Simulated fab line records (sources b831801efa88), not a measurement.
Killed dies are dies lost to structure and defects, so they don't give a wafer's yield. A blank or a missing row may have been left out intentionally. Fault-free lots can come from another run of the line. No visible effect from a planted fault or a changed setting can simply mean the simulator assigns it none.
Which tool did it? || flow sfqLine || Sampling: 14 lots, 42 wafers, 5 of 325 route steps

## WHAT THE GAUGES READ, wafer by wafer
The record lacks any reading of a measuring or inspecting step that a usual standard deviation could be used to judge.

## TOOL THAT RAN EACH LOT (tool first, then ch and the chambers of the sampled wafers, then the start)
{"lot": "L368", "SFQ_TRILAYER_R5_STRIP_STRIP_140": "rieMetal-04 ch 0,1, day 55 01:59", "SFQ_TRILAYER_A5C_DEP_PECVD_142": "pecvd-01 ch 1,2, day 55 02:45", "SFQ_TRILAYER_C5_ETCH_VIA_ETCH_154": "rieDiel-04 ch 0,3, day 60 18:31", "SFQ_TRILAYER_M6_DEP_SPUTTER_157": "pvdSputter-03, day 60 19:22", "SFQ_TRILAYER_I7_METRO_MEASURE_185": "filmMetro-03, day 71 06:23"}
{"lot": "L369", "SFQ_TRILAYER_R5_STRIP_STRIP_140": "rieMetal-04 ch 0,1, day 55 12:47", "SFQ_TRILAYER_A5C_DEP_PECVD_142": "pecvd-04 ch 0,2, day 55 13:33", "SFQ_TRILAYER_C5_ETCH_VIA_ETCH_154": "rieDiel-04 ch 0,2,3, day 61 09:46", "SFQ_TRILAYER_M6_DEP_SPUTTER_157": "pvdSputter-05, day 61 10:37", "SFQ_TRILAYER_I7_METRO_MEASURE_185": "filmMetro-03, day 71 14:39"}
{"lot": "L371", "SFQ_TRILAYER_R5_STRIP_STRIP_140": "rieMetal-01 ch 0,1, day 56 05:35", "SFQ_TRILAYER_A5C_DEP_PECVD_142": "pecvd-01 ch 1,2, day 56 06:21", "SFQ_TRILAYER_C5_ETCH_VIA_ETCH_154": "rieDiel-02 ch 0,2, day 61 17:05", "SFQ_TRILAYER_M6_DEP_SPUTTER_157": "pvdSputter-03, day 61 17:56", "SFQ_TRILAYER_I7_METRO_MEASURE_185": "filmMetro-02, day 71 18:35"}
{"lot": "L372", "SFQ_TRILAYER_R5_STRIP_STRIP_140": "rieMetal-02 ch 0,1, day 56 08:11", "SFQ_TRILAYER_A5C_DEP_PECVD_142": "pecvd-04 ch 1,2, day 56 08:45", "SFQ_TRILAYER_C5_ETCH_VIA_ETCH_154": "rieDiel-02 ch 2,3, day 61 21:53", "SFQ_TRILAYER_M6_DEP_SPUTTER_157": "pvdSputter-03, day 61 22:44", "SFQ_TRILAYER_I7_METRO_MEASURE_185": "filmMetro-04, day 71 20:51"}
{"lot": "L373", "SFQ_TRILAYER_R5_STRIP_STRIP_140": "rieMetal-01 ch 0, day 56 15:18", "SFQ_TRILAYER_A5C_DEP_PECVD_142": "pecvd-01 ch 0,1, day 56 16:40", "SFQ_TRILAYER_C5_ETCH_VIA_ETCH_154": "rieDiel-04 ch 0,1,3, day 62 02:41", "SFQ_TRILAYER_M6_DEP_SPUTTER_157": "pvdSputter-03, day 62 03:34", "SFQ_TRILAYER_I7_METRO_MEASURE_185": "filmMetro-04, day 72 02:27"}
{"lot": "L374", "SFQ_TRILAYER_R5_STRIP_STRIP_140": "rieMetal-02 ch 0,1, day 57 12:47", "SFQ_TRILAYER_A5C_DEP_PECVD_142": "pecvd-02 ch 0,1,2, day 57 13:33", "SFQ_TRILAYER_C5_ETCH_VIA_ETCH_154": "rieDiel-02 ch 1,2, day 62 18:17", "SFQ_TRILAYER_M6_DEP_SPUTTER_157": "pvdSputter-04, day 62 19:08", "SFQ_TRILAYER_I7_METRO_MEASURE_185": "filmMetro-04, day 72 09:49"}
{"lot": "L375", "SFQ_TRILAYER_R5_STRIP_STRIP_140": "rieMetal-04 ch 0,1, day 58 13:44", "SFQ_TRILAYER_A5C_DEP_PECVD_142": "pecvd-02 ch 0,1, day 58 14:20", "SFQ_TRILAYER_C5_ETCH_VIA_ETCH_154": "rieDiel-02 ch 2,3, day 63 13:29", "SFQ_TRILAYER_M6_DEP_SPUTTER_157": "pvdSputter-05, day 63 14:22", "SFQ_TRILAYER_I7_METRO_MEASURE_185": "filmMetro-02, day 76 20:31"}
{"lot": "L376", "SFQ_TRILAYER_R5_STRIP_STRIP_140": "rieMetal-01 ch 0,1, day 58 21:56", "SFQ_TRILAYER_A5C_DEP_PECVD_142": "pecvd-02 ch 0,2, day 58 22:43", "SFQ_TRILAYER_C5_ETCH_VIA_ETCH_154": "rieDiel-04 ch 0,2,3, day 63 23:00", "SFQ_TRILAYER_M6_DEP_SPUTTER_157": "pvdSputter-05, day 63 23:52", "SFQ_TRILAYER_I7_METRO_MEASURE_185": "filmMetro-02, day 77 09:31"}
{"lot": "L380", "SFQ_TRILAYER_R5_STRIP_STRIP_140": "rieMetal-04 ch 0,1, day 60 06:20", "SFQ_TRILAYER_A5C_DEP_PECVD_142": "pecvd-02 ch 0,1,2, day 60 07:07", "SFQ_TRILAYER_C5_ETCH_VIA_ETCH_154": "rieDiel-02 ch 0,2,3, day 65 09:19", "SFQ_TRILAYER_M6_DEP_SPUTTER_157": "pvdSputter-05, day 65 10:10", "SFQ_TRILAYER_I7_METRO_MEASURE_185": "filmMetro-03, day 78 07:25"}
{"lot": "L383", "SFQ_TRILAYER_R5_STRIP_STRIP_140": "rieMetal-02 ch 0,1, day 62 14:25", "SFQ_TRILAYER_A5C_DEP_PECVD_142": "pecvd-01 ch 0,1,2, day 62 15:11", "SFQ_TRILAYER_C5_ETCH_VIA_ETCH_154": "rieDiel-02 ch 0,1,2, day 67 08:08", "SFQ_TRILAYER_M6_DEP_SPUTTER_157": "pvdSputter-04, day 67 09:00", "SFQ_TRILAYER_I7_METRO_MEASURE_185": "filmMetro-04, day 79 20:43"}
{"lot": "L384", "SFQ_TRILAYER_R5_STRIP_STRIP_140": "rieMetal-01 ch 0,1, day 62 20:37", "SFQ_TRILAYER_A5C_DEP_PECVD_142": "pecvd-01 ch 0,1,2, day 62 21:11", "SFQ_TRILAYER_C5_ETCH_VIA_ETCH_154": "rieDiel-01 ch 0,3, day 67 21:20", "SFQ_TRILAYER_M6_DEP_SPUTTER_157": "pvdSputter-04, day 67 22:11", "SFQ_TRILAYER_I7_METRO_MEASURE_185": "filmMetro-03, day 80 06:44"}
{"lot": "L386", "SFQ_TRILAYER_R5_STRIP_STRIP_140": "rieMetal-04 ch 0,1, day 64 04:49", "SFQ_TRILAYER_A5C_DEP_PECVD_142": "pecvd-02 ch 0,2, day 64 05:35", "SFQ_TRILAYER_C5_ETCH_VIA_ETCH_154": "rieDiel-01 ch 0,2,3, day 73 10:26", "SFQ_TRILAYER_M6_DEP_SPUTTER_157": "pvdSputter-05, day 73 11:17", "SFQ_TRILAYER_I7_METRO_MEASURE_185": "filmMetro-03, day 81 11:53"}
{"lot": "L387", "SFQ_TRILAYER_R5_STRIP_STRIP_140": "rieMetal-02 ch 0,1, day 64 09:44", "SFQ_TRILAYER_A5C_DEP_PECVD_142": "pecvd-01 ch 0,1, day 64 10:31", "SFQ_TRILAYER_C5_ETCH_VIA_ETCH_154": "rieDiel-04 ch 0,1,3, day 73 12:50", "SFQ_TRILAYER_M6_DEP_SPUTTER_157": "pvdSputter-04, day 73 13:41", "SFQ_TRILAYER_I7_METRO_MEASURE_185": "filmMetro-02, day 81 13:07"}
{"lot": "L389", "SFQ_TRILAYER_R5_STRIP_STRIP_140": "rieMetal-04 ch 0,1, day 64 22:56", "SFQ_TRILAYER_A5C_DEP_PECVD_142": "pecvd-02 ch 0,1, day 64 23:44", "SFQ_TRILAYER_C5_ETCH_VIA_ETCH_154": "rieDiel-02 ch 1,2,3, day 73 20:02", "SFQ_TRILAYER_M6_DEP_SPUTTER_157": "pvdSputter-04, day 73 20:53", "SFQ_TRILAYER_I7_METRO_MEASURE_185": "filmMetro-02, day 81 17:53"}
- SFQ_TRILAYER_R5_STRIP_STRIP_140: strips in O2.
- SFQ_TRILAYER_A5C_DEP_PECVD_142: deposits SiO2 from SiH4/N2O, time 15.556 s, target thk 70 nm.
- SFQ_TRILAYER_C5_ETCH_VIA_ETCH_154: etches SiO2 in CHF3, stops on Nb, target depth 84 nm.
- SFQ_TRILAYER_M6_DEP_SPUTTER_157: material Nb, target thk 200 nm, time 133.3 s.
- SFQ_TRILAYER_I7_METRO_MEASURE_185

## WHAT THE TOOLS THEMSELVES READ (means of the sampled wafers that have a number; where no wafer has one, the mark that the record gives instead)
SFQ_TRILAYER_R5_STRIP_STRIP_140.
{"lot": "L368", "tool": "rieMetal-04", "drypumpMotorCurrentA (A)": 5.9, "oesProductAu (a.u.)": 1.003}
{"lot": "L369", "tool": "rieMetal-04", "drypumpMotorCurrentA (A)": 5.8, "oesProductAu (a.u.)": 1.003}
{"lot": "L371", "tool": "rieMetal-01", "drypumpMotorCurrentA (A)": 5.6, "oesProductAu (a.u.)": 1.003}
{"lot": "L372", "tool": "rieMetal-02", "drypumpMotorCurrentA (A)": 4.9, "oesProductAu (a.u.)": 0.986}
{"lot": "L373", "tool": "rieMetal-01", "drypumpMotorCurrentA (A)": 5.9, "oesProductAu (a.u.)": 1.001}
{"lot": "L374", "tool": "rieMetal-02", "drypumpMotorCurrentA (A)": 4.9, "oesProductAu (a.u.)": 0.994}
{"lot": "L375", "tool": "rieMetal-04", "drypumpMotorCurrentA (A)": 5.9, "oesProductAu (a.u.)": 1.008}
{"lot": "L376", "tool": "rieMetal-01", "drypumpMotorCurrentA (A)": 5.8, "oesProductAu (a.u.)": 0.991}
{"lot": "L380", "tool": "rieMetal-04", "drypumpMotorCurrentA (A)": 5.8, "oesProductAu (a.u.)": 1.004}
{"lot": "L383", "tool": "rieMetal-02", "drypumpMotorCurrentA (A)": 4.9, "oesProductAu (a.u.)": 0.988}
{"lot": "L384", "tool": "rieMetal-01", "drypumpMotorCurrentA (A)": 5.6, "oesProductAu (a.u.)": 0.990}
{"lot": "L386", "tool": "rieMetal-04", "drypumpMotorCurrentA (A)": 6.0, "oesProductAu (a.u.)": 1.001}
{"lot": "L387", "tool": "rieMetal-02", "drypumpMotorCurrentA (A)": 5.2, "oesProductAu (a.u.)": 0.989}
{"lot": "L389", "tool": "rieMetal-04", "drypumpMotorCurrentA (A)": 6.0, "oesProductAu (a.u.)": 1.003}

SFQ_TRILAYER_A5C_DEP_PECVD_142.
{"lot": "L368", "tool": "pecvd-01", "heaterPowerW (W)": 85, "showerheadVppV (V)": 804, "throttleValvePct (%)": 23.7}
{"lot": "L369", "tool": "pecvd-04", "heaterPowerW (W)": 82, "showerheadVppV (V)": 825, "throttleValvePct (%)": 23.7}
{"lot": "L371", "tool": "pecvd-01", "heaterPowerW (W)": 91, "showerheadVppV (V)": 803, "throttleValvePct (%)": 23.8}
{"lot": "L372", "tool": "pecvd-04", "heaterPowerW (W)": 93, "showerheadVppV (V)": 828, "throttleValvePct (%)": 25.5}
{"lot": "L373", "tool": "pecvd-01", "heaterPowerW (W)": 77, "showerheadVppV (V)": 794, "throttleValvePct (%)": 24.5}
{"lot": "L374", "tool": "pecvd-02", "heaterPowerW (W)": 116, "showerheadVppV (V)": 863, "throttleValvePct (%)": 23.1}
{"lot": "L375", "tool": "pecvd-02", "heaterPowerW (W)": 126, "showerheadVppV (V)": 861, "throttleValvePct (%)": 23.5}
{"lot": "L376", "tool": "pecvd-02", "heaterPowerW (W)": 108, "showerheadVppV (V)": 857, "throttleValvePct (%)": 22.8}
{"lot": "L380", "tool": "pecvd-02", "heaterPowerW (W)": 112, "showerheadVppV (V)": 860, "throttleValvePct (%)": 23.3}
{"lot": "L383", "tool": "pecvd-01", "heaterPowerW (W)": 81, "showerheadVppV (V)": 796, "throttleValvePct (%)": 24.3}
{"lot": "L384", "tool": "pecvd-01", "heaterPowerW (W)": 80, "showerheadVppV (V)": 799, "throttleValvePct (%)": 24.2}
{"lot": "L386", "tool": "pecvd-02", "heaterPowerW (W)": 119, "showerheadVppV (V)": 869, "throttleValvePct (%)": 23.4}
{"lot": "L387", "tool": "pecvd-01", "heaterPowerW (W)": 71, "showerheadVppV (V)": 803, "throttleValvePct (%)": 25.0}
{"lot": "L389", "tool": "pecvd-02", "heaterPowerW (W)": 111, "showerheadVppV (V)": 868, "throttleValvePct (%)": 24.0}

SFQ_TRILAYER_C5_ETCH_VIA_ETCH_154.
{"lot": "L368", "tool": "rieDiel-04", "drypumpMotorCurrentA (A)": 5.7, "oesProductAu (a.u.)": 0.895}
{"lot": "L369", "tool": "rieDiel-04", "drypumpMotorCurrentA (A)": 5.8, "oesProductAu (a.u.)": 0.889}
{"lot": "L371", "tool": "rieDiel-02", "drypumpMotorCurrentA (A)": 5.3, "oesProductAu (a.u.)": 0.896}
{"lot": "L372", "tool": "rieDiel-02", "drypumpMotorCurrentA (A)": 5.3, "oesProductAu (a.u.)": 0.890}
{"lot": "L373", "tool": "rieDiel-04", "drypumpMotorCurrentA (A)": 5.6, "oesProductAu (a.u.)": 0.894}
{"lot": "L374", "tool": "rieDiel-02", "drypumpMotorCurrentA (A)": 5.2, "oesProductAu (a.u.)": 0.894}
{"lot": "L375", "tool": "rieDiel-02", "drypumpMotorCurrentA (A)": 5.3, "oesProductAu (a.u.)": 0.890}
{"lot": "L376", "tool": "rieDiel-04", "drypumpMotorCurrentA (A)": 5.8, "oesProductAu (a.u.)": 0.863}
{"lot": "L380", "tool": "rieDiel-02", "drypumpMotorCurrentA (A)": 5.3, "oesProductAu (a.u.)": 0.868}
{"lot": "L383", "tool": "rieDiel-02", "drypumpMotorCurrentA (A)": 5.4, "oesProductAu (a.u.)": 0.888}
{"lot": "L384", "tool": "rieDiel-01", "drypumpMotorCurrentA (A)": 6.0, "oesProductAu (a.u.)": 0.903}
{"lot": "L386", "tool": "rieDiel-01", "drypumpMotorCurrentA (A)": 5.9, "oesProductAu (a.u.)": 0.896}
{"lot": "L387", "tool": "rieDiel-04", "drypumpMotorCurrentA (A)": 5.6, "oesProductAu (a.u.)": 0.894}
{"lot": "L389", "tool": "rieDiel-02", "drypumpMotorCurrentA (A)": 5.4, "oesProductAu (a.u.)": 0.897}

SFQ_TRILAYER_M6_DEP_SPUTTER_157.
{"lot": "L368", "tool": "pvdSputter-03", "chamberPressurePa (Pa)": 0.13351, "throttleValvePct (%)": 30.5}
{"lot": "L369", "tool": "pvdSputter-05", "chamberPressurePa (Pa)": 0.13327, "throttleValvePct (%)": 29.8}
{"lot": "L371", "tool": "pvdSputter-03", "chamberPressurePa (Pa)": 0.13329, "throttleValvePct (%)": 30.7}
{"lot": "L372", "tool": "pvdSputter-03", "chamberPressurePa (Pa)": 0.13318, "throttleValvePct (%)": 30.5}
{"lot": "L373", "tool": "pvdSputter-03", "chamberPressurePa (Pa)": 0.13300, "throttleValvePct (%)": 30.0}
{"lot": "L374", "tool": "pvdSputter-04", "chamberPressurePa (Pa)": 0.13305, "throttleValvePct (%)": 31.1}
{"lot": "L375", "tool": "pvdSputter-05", "chamberPressurePa (Pa)": 0.13330, "throttleValvePct (%)": 30.2}
{"lot": "L376", "tool": "pvdSputter-05", "chamberPressurePa (Pa)": 0.13328, "throttleValvePct (%)": 31.0}
{"lot": "L380", "tool": "pvdSputter-05", "chamberPressurePa (Pa)": 0.13333, "throttleValvePct (%)": 30.5}
{"lot": "L383", "tool": "pvdSputter-04", "chamberPressurePa (Pa)": 0.13338, "throttleValvePct (%)": 30.3}
{"lot": "L384", "tool": "pvdSputter-04", "chamberPressurePa (Pa)": 0.13314, "throttleValvePct (%)": 30.1}
{"lot": "L386", "tool": "pvdSputter-05", "chamberPressurePa (Pa)": 0.13350, "throttleValvePct (%)": 30.9}
{"lot": "L387", "tool": "pvdSputter-04", "chamberPressurePa (Pa)": 0.13338, "throttleValvePct (%)": 30.1}
{"lot": "L389", "tool": "pvdSputter-04", "chamberPressurePa (Pa)": 0.13336, "throttleValvePct (%)": 30.6}

SFQ_TRILAYER_I7_METRO_MEASURE_185.
{"lot": "L368", "tool": "filmMetro-03", "thkNm (nm)": 200.0}
{"lot": "L369", "tool": "filmMetro-03", "thkNm (nm)": 198.9}
{"lot": "L371", "tool": "filmMetro-02", "thkNm (nm)": 200.2}
{"lot": "L372", "tool": "filmMetro-04", "thkNm (nm)": 198.7}
{"lot": "L373", "tool": "filmMetro-04", "thkNm (nm)": 199.6}
{"lot": "L374", "tool": "filmMetro-04", "thkNm (nm)": 198.7}
{"lot": "L375", "tool": "filmMetro-02", "thkNm (nm)": 200.0}
{"lot": "L376", "tool": "filmMetro-02", "thkNm (nm)": 200.6}
{"lot": "L380", "tool": "filmMetro-03", "thkNm (nm)": 200.0}
{"lot": "L383", "tool": "filmMetro-04", "thkNm (nm)": 200.6}
{"lot": "L384", "tool": "filmMetro-03", "thkNm (nm)": 199.7}
{"lot": "L386", "tool": "filmMetro-03", "thkNm (nm)": 201.0}
{"lot": "L387", "tool": "filmMetro-02", "thkNm (nm)": 202.0}
{"lot": "L389", "tool": "filmMetro-02", "thkNm (nm)": 202.0}

## THE ANSWER, worked out from the rows above alone
Rule: the lots themselves supply what counts as usual. The widest of any qualifying gaps counts: lots, ordered by their means at a reading, are off when they make up no more than a third of the lots, leave a main group of 4 or more, and stand apart from it by 3 or more times the standard deviation of that group's means. The tables above print the reading to a certain number of digits; a main group whose means all agree to those digits is not used. A lot without any number at a reading at which 4 lots or more have one is off too. All remaining lots with rows at the step are treated as sound. Order of review: gauges by route order, followed by the tools' own readings, for which a lot's mean as printed above is used. At the first step where some lot is off, the reading lying furthest off is the one used; lots without a number count as furthest.
Off, at SFQ_TRILAYER_C5_ETCH_VIA_ETCH_154 on oesProductAu: L376, L380. The main group has a mean of 0.894 a.u. with a standard deviation of 0.004.
A tool fits if, at that step or a process step before it, it ran every lot that is off, and no sound lot after the first of them. Of those tried, none fits.

## WHAT WAS PUT IN BY THE SIMULATOR
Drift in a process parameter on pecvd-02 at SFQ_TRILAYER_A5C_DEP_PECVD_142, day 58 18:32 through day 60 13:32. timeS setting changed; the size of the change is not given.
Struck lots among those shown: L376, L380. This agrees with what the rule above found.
